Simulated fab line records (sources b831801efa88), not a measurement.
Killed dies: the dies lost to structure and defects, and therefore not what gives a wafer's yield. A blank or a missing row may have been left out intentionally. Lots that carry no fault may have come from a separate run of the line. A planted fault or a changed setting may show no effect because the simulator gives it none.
fab line records + flow gf180mcu
record
- lots=12
- wafers=36
- lastDay=34
route steps=602 shown HV_LDD@197 M3@426 MIM@506
lots untouched by any fault: they come from a run of this same line in which no faults occurred
startH: hours from the record's opening day to when the first of the lot's shown wafers began + waitH: hours from the lot's prior step to this one + " as in the row above + L1.1+2: several wafers, shown together as one row + - either no value or no given start + * or withheld: withheld + < > ~ a bound
route shown NAME@n: a module of which the file shows steps, and the number in the route of the first + usual: the fault-free wafers' mean and standard deviation + same: alike in all rows + chamber/n: place in a boat + sites: the reading at each site + _std_site: the standard deviation of these + _edge_site: outer sites' mean less inner sites' + radiusMm: how far each site lies from the wafer's centre + mask NAME#n: copy n + behind: tool/chamber where the wafer was last shaped + hold: cause of the lot's hold/its duration in hours/its outcome + device: names the non-switching transistor (n, p or np) + end of line: the tests these same wafers got at the end of their route + a step given without rows: its recipe and nothing more + killed: dies lost to structure and defects at the first sort, not the wafer's yield + map: the dies of a wafer, with x for killed, . for not killed, _ for no die there
set.NAME: the setting as run; set.NAME@STEP: as run at that earlier step + model.NAME: the simulator's own value behind a step, which no gauge read
route steps across a sampled set of lots; one table per step, one row per wafer
services: when a tool's chamber went out of use (startH, in hours from the record's first day, below 0 if earlier), for how many hours, and the reason
## steps
# step GF_HV_LDD_IMPLANT_21
# recipe
- species=BF2
- energyKev=25
- doseCm2=5e+13
- tiltDeg=7
# usual
- beamEnergyKeV=25.000/0.0084
- beamOnS=9.98/0.19
- doseIonsCm2=5.002e+13/5.4e+10
- faradayCurrentUA=282/5.4
| lot.wafer | tool         | chamber | startH | waitH | beamEnergyKeV | beamOnS | doseIonsCm2 | faradayCurrentUA |
|-----------|--------------|---------|--------|-------|---------------|---------|-------------|------------------|
| L301.1    | implanter-02 | 0       | 235.17 | 0.0   | 25.009        | 9.65    | 5.012e+13   | 292              |
| L301.2    | "            | 0       | "      | "     | 25.005        | 10.53   | 5.004e+13   | 266              |
| L301.6    | "            | 0       | "      | "     | 24.996        | 9.95    | 5.01e+13    | 284              |
| L304.2    | implanter-02 | 0       | 256.33 | 0.0   | 24.985        | 9.62    | 4.999e+13   | 291              |
| L304.3    | "            | 0       | "      | "     | 24.993        | 9.79    | 5.004e+13   | 288              |
| L304.6    | "            | 0       | "      | "     | 24.998        | 10.11   | 5.003e+13   | 280              |
| L305.2    | implanter-02 | 0       | 262.73 | 0.0   | 25.021        | 25.77   | 2.9393e+14  | 644              |
| L305.3    | "            | 0       | "      | "     | 25.005        | 26.26   | 2.9397e+14  | 634              |
| L305.4    | "            | 0       | "      | "     | 25.005        | 25.21   | 2.9395e+14  | 659              |
| L306.2    | implanter-02 | 0       | 270.87 | 0.0   | 24.999        | 25.06   | 2.9402e+14  | 662              |
| L306.3    | "            | 0       | "      | "     | 25.015        | 25.55   | 2.94e+14    | 653              |
| L306.6    | "            | 0       | "      | "     | 24.983        | 25.51   | 2.939e+14   | 648              |
| L314.2    | implanter-03 | 0       | 340.80 | 0.0   | 25.002        | 9.98    | 5.002e+13   | 282              |
| L314.4    | "            | 0       | "      | "     | 25.007        | 10.07   | 5.013e+13   | 278              |
| L314.6    | "            | 0       | "      | "     | 25.004        | 10.21   | 5.003e+13   | 275              |
| L315.1    | implanter-03 | 0       | 346.35 | 0.0   | 24.993        | 9.83    | 5.004e+13   | 287              |
| L315.4    | "            | 0       | "      | "     | 25.008        | 10.10   | 5.005e+13   | 278              |
| L315.6    | "            | 0       | "      | "     | 25.002        | 10.07   | 5.006e+13   | 279              |
| L316.1    | implanter-02 | 0       | 355.93 | 0.0   | 24.992        | 9.82    | 4.997e+13   | 286              |
| L316.2    | "            | 0       | "      | "     | 24.998        | 9.88    | 5.004e+13   | 285              |
| L316.4    | "            | 0       | "      | "     | 25.008        | 9.83    | 5.003e+13   | 286              |
| L317.1    | implanter-03 | 0       | 365.17 | 0.0   | 25.009        | 9.84    | 5.002e+13   | 286              |
| L317.3    | "            | 0       | "      | "     | 25.001        | 9.71    | 5.007e+13   | 290              |
| L317.5    | "            | 0       | "      | "     | 24.990        | 9.82    | 5.005e+13   | 287              |
| L320.2    | implanter-04 | 0       | 390.23 | 0.0   | 24.993        | 9.49    | 4.992e+13   | 295              |
| L320.4    | "            | 0       | "      | "     | 25.004        | 9.86    | 4.993e+13   | 286              |
| L320.5    | "            | 0       | "      | "     | 24.997        | 10.39   | 5e+13       | 271              |
| L322.2    | implanter-02 | 0       | 403.09 | 0.0   | 24.998        | 10.06   | 5.017e+13   | 280              |
| L322.4    | "            | 0       | "      | "     | 25.002        | 9.64    | 5.005e+13   | 291              |
| L322.6    | "            | 0       | "      | "     | 25.000        | 9.97    | 5.006e+13   | 282              |
| L323.2    | implanter-02 | 0       | 408.08 | 0.0   | 25.006        | 10.26   | 5.011e+13   | 272              |
| L323.3    | "            | 0       | "      | "     | 25.006        | 9.95    | 5.001e+13   | 283              |
| L323.5    | "            | 0       | "      | "     | 25.006        | 9.98    | 5.001e+13   | 283              |
| L324.1    | implanter-02 | 0       | 413.42 | 0.0   | 24.995        | 10.14   | 5e+13       | 278              |
| L324.3    | "            | 0       | "      | "     | 25.001        | 10.05   | 4.996e+13   | 280              |
| L324.5    | "            | 0       | "      | "     | 25.009        | 10.15   | 5.001e+13   | 277              |
# step GF_HV_LDD_TW_MEAS_23
# usual
- HV_LDD_2_TW=1049/5.1
| lot.wafer | tool         | chamber | startH | waitH | HV_LDD_2_TW |
|-----------|--------------|---------|--------|-------|-------------|
| L301.1    | filmMetro-04 | -       | 235.42 | 0.1   | 1058        |
| L301.2    | "            | -       | "      | "     | 1056        |
| L301.6    | "            | -       | "      | "     | 1064        |
| L304.2    | filmMetro-04 | -       | 256.57 | 0.1   | 1050        |
| L304.3    | "            | -       | "      | "     | 1053        |
| L304.6    | "            | -       | "      | "     | 1043        |
| L305.2    | filmMetro-01 | -       | 262.97 | 0.1   | 1813        |
| L305.3    | "            | -       | "      | "     | 1816        |
| L305.4    | "            | -       | "      | "     | 1813        |
| L306.2    | filmMetro-02 | -       | 271.11 | 0.1   | 1827        |
| L306.3    | "            | -       | "      | "     | 1814        |
| L306.6    | "            | -       | "      | "     | 1817        |
| L314.2    | filmMetro-01 | -       | 341.03 | 0.1   | 1056        |
| L314.4    | "            | -       | "      | "     | 1044        |
| L314.6    | "            | -       | "      | "     | 1050        |
| L315.1    | filmMetro-02 | -       | 346.60 | 0.1   | 1065        |
| L315.4    | "            | -       | "      | "     | 1054        |
| L315.6    | "            | -       | "      | "     | 1059        |
| L316.1    | filmMetro-04 | -       | 356.24 | 0.1   | 1050        |
| L316.2    | "            | -       | "      | "     | 1052        |
| L316.4    | "            | -       | "      | "     | 1046        |
| L317.1    | filmMetro-01 | -       | 365.42 | 0.1   | 1051        |
| L317.3    | "            | -       | "      | "     | 1049        |
| L317.5    | "            | -       | "      | "     | 1053        |
| L320.2    | filmMetro-01 | -       | 390.46 | 0.1   | 1047        |
| L320.4    | "            | -       | "      | "     | 1043        |
| L320.5    | "            | -       | "      | "     | 1040        |
| L322.2    | filmMetro-01 | -       | 403.33 | 0.1   | 1049        |
| L322.4    | "            | -       | "      | "     | 1041        |
| L322.6    | "            | -       | "      | "     | 1048        |
| L323.2    | filmMetro-01 | -       | 408.31 | 0.1   | 1048        |
| L323.3    | "            | -       | "      | "     | 1040        |
| L323.5    | "            | -       | "      | "     | 1049        |
| L324.1    | filmMetro-04 | -       | 413.67 | 0.1   | 1050        |
| L324.3    | "            | -       | "      | "     | 1047        |
| L324.5    | "            | -       | "      | "     | 1051        |
# step GF_M3_STRIP_17
# recipe
- chemistry=O2/N2
- powerW=1400
- pressureMtorr=1500
- platenTempC=250
- o2FlowSccm=3000
- n2FlowSccm=300
- overashFraction=0.5
# usual
- drypumpMotorCurrentA=5.5/0.33
- heaterPowerW=344/23
- oesProductAu=0.538/0.0049
- platenTempC=250.00/0.19
- stripTimeToEndpointS=7.40/0.044
| lot.wafer | tool           | chamber | startH | waitH | drypumpMotorCurrentA | heaterPowerW | oesProductAu | platenTempC | rfHoursCounterH | stripTimeToEndpointS |
|-----------|----------------|---------|--------|-------|----------------------|--------------|--------------|-------------|-----------------|----------------------|
| L301.1    | plasmaAsher-03 | 1       | 484.13 | 0.1   | 4.8                  | 359          | 0.534        | 249.82      | 69              | 7.37                 |
| L301.2    | "              | 0       | "      | "     | 6.6                  | 317          | 0.535        | 249.76      | 69              | 7.39                 |
| L301.6    | "              | 1       | "      | "     | 4.8                  | 366          | 0.530        | 249.93      | -               | 7.39                 |
| L304.2    | plasmaAsher-01 | 0       | 510.38 | 0.1   | 5.7                  | 320          | 0.543        | 250.07      | 94              | 7.40                 |
| L304.3    | "              | 1       | "      | "     | 5.3                  | 388          | 0.537        | 250.21      | -               | 7.39                 |
| L304.6    | "              | 1       | "      | "     | 5.3                  | 382          | 0.537        | 249.89      | -               | 7.37                 |
| L305.2    | plasmaAsher-02 | 0       | 520.07 | 0.1   | 5.5                  | 342          | 0.543        | 249.96      | 41              | 7.42                 |
| L305.3    | "              | 0       | "      | "     | 5.5                  | 333          | 0.533        | 250.33      | -               | 7.46                 |
| L305.4    | "              | 1       | "      | "     | 5.4                  | 349          | 0.540        | 250.11      | -               | 7.34                 |
| L306.2    | plasmaAsher-01 | 1       | 528.90 | 0.2   | 5.3                  | 383          | 0.545        | 250.07      | 96              | 7.45                 |
| L306.3    | "              | 0       | "      | "     | 5.6                  | 331          | 0.549        | 250.16      | -               | 7.48                 |
| L306.6    | "              | 1       | "      | "     | 5.3                  | 369          | 0.542        | 250.23      | -               | 7.46                 |
| L314.2    | plasmaAsher-02 | 0       | 604.93 | 0.1   | 5.5                  | 342          | 0.548        | 250.35      | 50              | 7.42                 |
| L314.4    | "              | 0       | "      | "     | 5.6                  | 331          | 0.540        | 249.90      | -               | 7.45                 |
| L314.6    | "              | 0       | "      | "     | 5.5                  | 338          | 0.544        | 250.03      | -               | 7.47                 |
| L315.1    | plasmaAsher-02 | 1       | 611.77 | 0.1   | 5.4                  | 341          | 0.538        | 250.11      | 51              | 7.39                 |
| L315.4    | "              | 0       | "      | "     | 5.6                  | 348          | 0.538        | 250.09      | -               | 7.42                 |
| L315.6    | "              | 1       | "      | "     | 5.4                  | 338          | 0.543        | 250.12      | -               | 7.34                 |
| L316.1    | plasmaAsher-02 | 1       | 621.45 | 0.1   | 5.4                  | 343          | 0.528        | 249.99      | 52              | 7.38                 |
| L316.2    | "              | 0       | "      | "     | 5.5                  | 346          | 0.533        | 250.22      | 52              | 7.31                 |
| L316.4    | "              | 1       | "      | "     | 5.4                  | 344          | 0.536        | 250.18      | -               | 7.34                 |
| L317.1    | plasmaAsher-01 | 0       | 629.23 | 0.1   | 5.6                  | 319          | 0.533        | 250.05      | 107             | 7.40                 |
| L317.3    | "              | 1       | "      | "     | 5.3                  | 369          | 0.539        | 250.16      | -               | 7.40                 |
| L317.5    | "              | 1       | "      | "     | 5.3                  | 383          | 0.536        | 250.06      | -               | 7.37                 |
| L320.2    | plasmaAsher-01 | 1       | 650.73 | 0.1   | 5.3                  | 374          | 0.541        | 250.25      | 110             | 7.41                 |
| L320.4    | "              | 0       | "      | "     | 5.6                  | 319          | 0.534        | 250.02      | -               | 7.41                 |
| L320.5    | "              | 1       | "      | "     | 5.3                  | 370          | 0.548        | 250.00      | -               | 7.39                 |
| L322.2    | plasmaAsher-01 | 1       | 662.83 | 0.1   | 5.3                  | 374          | 0.534        | 250.02      | 111             | 7.41                 |
| L322.4    | "              | 0       | "      | "     | 5.6                  | 316          | 0.536        | 249.93      | -               | 7.33                 |
| L322.6    | "              | 1       | "      | "     | 5.3                  | 380          | 0.541        | 250.00      | -               | 7.38                 |
| L323.2    | plasmaAsher-03 | 1       | 667.15 | 0.1   | 4.8                  | 358          | 0.541        | 249.81      | 87              | 7.39                 |
| L323.3    | "              | 0       | "      | "     | 6.5                  | 315          | 0.546        | 250.10      | -               | 7.40                 |
| L323.5    | "              | 1       | "      | "     | 4.8                  | 369          | 0.536        | 250.15      | -               | 7.38                 |
| L324.1    | plasmaAsher-01 | 0       | 670.97 | 0.1   | 5.6                  | 324          | 0.550        | 249.91      | 112             | 7.43                 |
| L324.3    | "              | 1       | "      | "     | 5.3                  | 370          | 0.534        | 249.79      | -               | 7.35                 |
| L324.5    | "              | 0       | "      | "     | 5.6                  | 323          | 0.541        | 250.16      | -               | 7.41                 |
# step GF_MIM_SPUTTER_03
# recipe
- material=Ti
- targetThkNm=10
- substrateTempC=300
- chamberPressurePa=0.3
- powerW=3000
- timeS=6.7
# usual
- throttleValvePct=29.7/1.1
# same
- timeS=6.7
| lot.wafer | tool          | chamber | startH | waitH | throttleValvePct |
|-----------|---------------|---------|--------|-------|------------------|
| L301.1    | pvdSputter-02 | -       | 558.98 | 0.0   | 32.2             |
| L301.2    | "             | -       | "      | "     | 30.8             |
| L301.6    | "             | -       | "      | "     | 30.7             |
| L304.2    | pvdSputter-01 | -       | 583.32 | 0.0   | 29.8             |
| L304.3    | "             | -       | "      | "     | 28.9             |
| L304.6    | "             | -       | "      | "     | 28.8             |
| L305.2    | pvdSputter-01 | -       | 592.52 | 0.0   | 28.8             |
| L305.3    | "             | -       | "      | "     | 28.7             |
| L305.4    | "             | -       | "      | "     | 29.8             |
| L306.2    | pvdSputter-02 | -       | 601.59 | 0.0   | 30.7             |
| L306.3    | "             | -       | "      | "     | 30.7             |
| L306.6    | "             | -       | "      | "     | 30.6             |
| L314.2    | pvdSputter-03 | -       | 669.95 | 0.0   | 27.4             |
| L314.4    | "             | -       | "      | "     | 29.9             |
| L314.6    | "             | -       | "      | "     | 27.8             |
| L315.1    | pvdSputter-01 | -       | 677.76 | 0.0   | 29.1             |
| L315.4    | "             | -       | "      | "     | 29.1             |
| L315.6    | "             | -       | "      | "     | 29.5             |
| L316.1    | pvdSputter-01 | -       | 687.02 | 0.0   | 29.1             |
| L316.2    | "             | -       | "      | "     | 28.6             |
| L316.4    | "             | -       | "      | "     | 29.4             |
| L317.1    | pvdSputter-02 | -       | 693.37 | 0.0   | 32.3             |
| L317.3    | "             | -       | "      | "     | 30.6             |
| L317.5    | "             | -       | "      | "     | 30.8             |
| L320.2    | pvdSputter-01 | -       | 713.01 | 0.0   | 29.9             |
| L320.4    | "             | -       | "      | "     | 29.6             |
| L320.5    | "             | -       | "      | "     | 29.0             |
| L322.2    | pvdSputter-01 | -       | 723.14 | 0.0   | 29.6             |
| L322.4    | "             | -       | "      | "     | 29.2             |
| L322.6    | "             | -       | "      | "     | 29.7             |
| L323.2    | pvdSputter-01 | -       | 728.36 | 0.0   | 29.0             |
| L323.3    | "             | -       | "      | "     | 29.3             |
| L323.5    | "             | -       | "      | "     | 29.3             |
| L324.1    | pvdSputter-03 | -       | 730.82 | 0.0   | 27.5             |
| L324.3    | "             | -       | "      | "     | 30.3             |
| L324.5    | "             | -       | "      | "     | 28.7             |
# step GF_MIM_RS_MEAS_10
# recipe
- thkMeasGauge=four-point-probe
- reads=TiN_of_MIM_SPUTTER_09+AlCu_of_MIM_SPUTTER_08+TiN_of_MIM_SPUTTER_07
# usual
- MIM_ALCU_RS=0.1606/0.0018
| lot.wafer | tool         | chamber | startH | waitH | MIM_ALCU_RS[ohm/sq] |
|-----------|--------------|---------|--------|-------|---------------------|
| L301.1    | filmMetro-03 | -       | 559.24 | 0.0   | 0.1646              |
| L301.2    | "            | -       | "      | "     | 0.1635              |
| L301.6    | "            | -       | "      | "     | 0.1650              |
| L304.2    | filmMetro-04 | -       | 583.59 | 0.0   | 0.1632              |
| L304.3    | "            | -       | "      | "     | 0.1622              |
| L304.6    | "            | -       | "      | "     | 0.1642              |
| L305.2    | filmMetro-04 | -       | 592.79 | 0.0   | 0.1581              |
| L305.3    | "            | -       | "      | "     | 0.1560              |
| L305.4    | "            | -       | "      | "     | 0.1579              |
| L306.2    | filmMetro-04 | -       | 601.87 | 0.0   | 0.1606              |
| L306.3    | "            | -       | "      | "     | 0.1596              |
| L306.6    | "            | -       | "      | "     | 0.1587              |
| L314.2    | filmMetro-01 | -       | 670.22 | 0.0   | 0.1635              |
| L314.4    | "            | -       | "      | "     | 0.1604              |
| L314.6    | "            | -       | "      | "     | 0.1621              |
| L315.1    | filmMetro-04 | -       | 678.02 | 0.0   | 0.1594              |
| L315.4    | "            | -       | "      | "     | 0.1583              |
| L315.6    | "            | -       | "      | "     | 0.1596              |
| L316.1    | filmMetro-03 | -       | 687.27 | 0.0   | 0.1628              |
| L316.2    | "            | -       | "      | "     | 0.1608              |
| L316.4    | "            | -       | "      | "     | 0.1600              |
| L317.1    | filmMetro-03 | -       | 693.63 | 0.0   | 0.1613              |
| L317.3    | "            | -       | "      | "     | 0.1626              |
| L317.5    | "            | -       | "      | "     | 0.1623              |
| L320.2    | filmMetro-01 | -       | 713.29 | 0.0   | 0.1593              |
| L320.4    | "            | -       | "      | "     | 0.1598              |
| L320.5    | "            | -       | "      | "     | 0.1602              |
| L322.2    | filmMetro-01 | -       | 723.42 | 0.0   | 0.1580              |
| L322.4    | "            | -       | "      | "     | 0.1592              |
| L322.6    | "            | -       | "      | "     | 0.1600              |
| L323.2    | filmMetro-01 | -       | 728.63 | 0.0   | 0.1626              |
| L323.3    | "            | -       | "      | "     | 0.1624              |
| L323.5    | "            | -       | "      | "     | 0.1622              |
| L324.1    | filmMetro-04 | -       | 731.08 | 0.0   | 0.1621              |
| L324.3    | "            | -       | "      | "     | 0.1629              |
| L324.5    | "            | -       | "      | "     | 0.1642              |
## services
| tool           | chamber | startH | hours | kind   |
|----------------|---------|--------|-------|--------|
| pvdSputter-02  | -       | 216.81 | 2.6   | repair |
| implanter-03   | -       | 220.16 | 1.7   | repair |
| pvdSputter-01  | -       | 246.86 | 2.7   | repair |
| implanter-03   | -       | 259.50 | 5.8   | pm     |
| pvdSputter-01  | -       | 304.51 | 15.1  | repair |
| implanter-02   | -       | 308.63 | 0.5   | repair |
| plasmaAsher-02 | -       | 309.20 | 1.3   | repair |
| plasmaAsher-02 | -       | 310.23 | 2.5   | repair |
| pvdSputter-01  | -       | 315.73 | 1.7   | repair |
| plasmaAsher-02 | -       | 342.85 | 2.8   | pm     |
| implanter-03   | -       | 420.39 | 2.5   | repair |
| plasmaAsher-02 | -       | 424.10 | 0.6   | repair |
| implanter-02   | -       | 426.71 | 1.8   | repair |
| pvdSputter-01  | -       | 436.85 | 4.1   | repair |
| plasmaAsher-01 | -       | 453.41 | 7.7   | repair |
| pvdSputter-02  | -       | 457.48 | 4.7   | repair |
| implanter-02   | -       | 495.80 | 32.2  | pm     |
| implanter-03   | -       | 523.62 | 2.4   | repair |
| pvdSputter-02  | -       | 543.39 | 2.8   | repair |
| implanter-03   | -       | 547.31 | 1.8   | repair |
| pvdSputter-02  | -       | 567.98 | 2.4   | repair |
| implanter-03   | -       | 570.54 | 1.5   | repair |
| implanter-03   | -       | 599.46 | 2.3   | pm     |
| implanter-02   | -       | 626.13 | 122.4 | pm     |
## key
firstSign
- step=GF_HV_LDD_IMPLANT_21
- reading=doseIonsCm2
- direction=up
- sigmas=99+
- usual=5.002e+13
- struck=2.9396e+14
effect
- step=GF_HV_LDD_IMPLANT_21
- reading=beamOnS
- direction=up
- sigmas=81
- usual=9.98
- struck=25.56
effect
- step=GF_HV_LDD_TW_MEAS_23
- reading=HV_LDD_2_TW
- direction=up
- sigmas=99+
- usual=1049
- struck=1817
metAt GF_HV_LDD_IMPLANT_21
struckLots L305,L306
testerLeftOut L305,L306
notActingAt GF_M3_STRIP_17,GF_MIM_SPUTTER_03,GF_MIM_RS_MEAS_10
onsetBetween 256.33 262.73
fault
- kind=processParameterDrift
- tool=implanter-02
- chamber=-
- onsetH=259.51
- steps=GF_HV_LDD_IMPLANT_21
- channel=doseCm2
- offset=2.4391e+14
- shape=step
- endH=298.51
- actsIn=theseRecipesOnly
- stated=5e+13
# testerLeftOut: of these lots the tester's yield and bins aren't shown, on N5 and GAA mostly nor the transistor test; their killed dies are dies lost to structure and defects alone, not to doping, threshold or leakage, so they don't give the yield
